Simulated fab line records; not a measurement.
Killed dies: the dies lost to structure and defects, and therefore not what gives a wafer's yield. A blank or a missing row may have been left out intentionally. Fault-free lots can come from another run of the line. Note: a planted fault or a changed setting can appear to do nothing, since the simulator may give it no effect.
Chamber matching    flow gf180mcu    3 sister chambers for GF_PASSIVATION_CVD_02 on pecvd-03
The step deposits Si3N4, target thk 700 nm, time 486.18 s. 3 wafers are shown with their chamber, then 8 later ones without.

WAFERS, EACH WITH ITS CHAMBER
wafer   chamber  heater power w (W)
L083.5  2        577
L083.6  0        724
L087.2  1        649

WAFERS WITH NO CHAMBER GIVEN
wafer   heater power w (W)
L087.4  643
L087.6  446
L088.1  749
L088.4  499
L088.6  636
L094.1  690
L094.2  562
L094.5  689

WHICH CHAMBER EACH WENT THROUGH
wafer   from the rows above           in truth
L087.4  can't be placed: 1 or 2 or 0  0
L087.6  can't be placed: 2 or 1       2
L088.1  can't be placed: 0 or 1       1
L088.4  can't be placed: 2 or 1       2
L088.6  can't be placed: 1 or 2 or 0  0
L094.1  can't be placed: 0 or 1 or 2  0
L094.2  can't be placed: 2 or 1       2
L094.5  can't be placed: 0 or 1 or 2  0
Placed correctly: 0 of 8. From these rows, 8 cannot be placed; in 8 the true chamber is one of the candidates. Number placed wrongly: 0.
How it was worked out, from the rows above alone: a wafer's distance from a chamber is the root of the sum, over the readings, of the square of ((its reading less the chamber's mean) divided by the reading's scatter). If the next closest chamber is less than 2 further off than the closest, the wafer can't be placed; otherwise it belongs to the closest. A chamber's mean is the mean of its shown wafers. The scatter (one wafer shown for each chamber): square how far every hidden wafer sits from the nearest shown wafer, average those squares and take the square root.
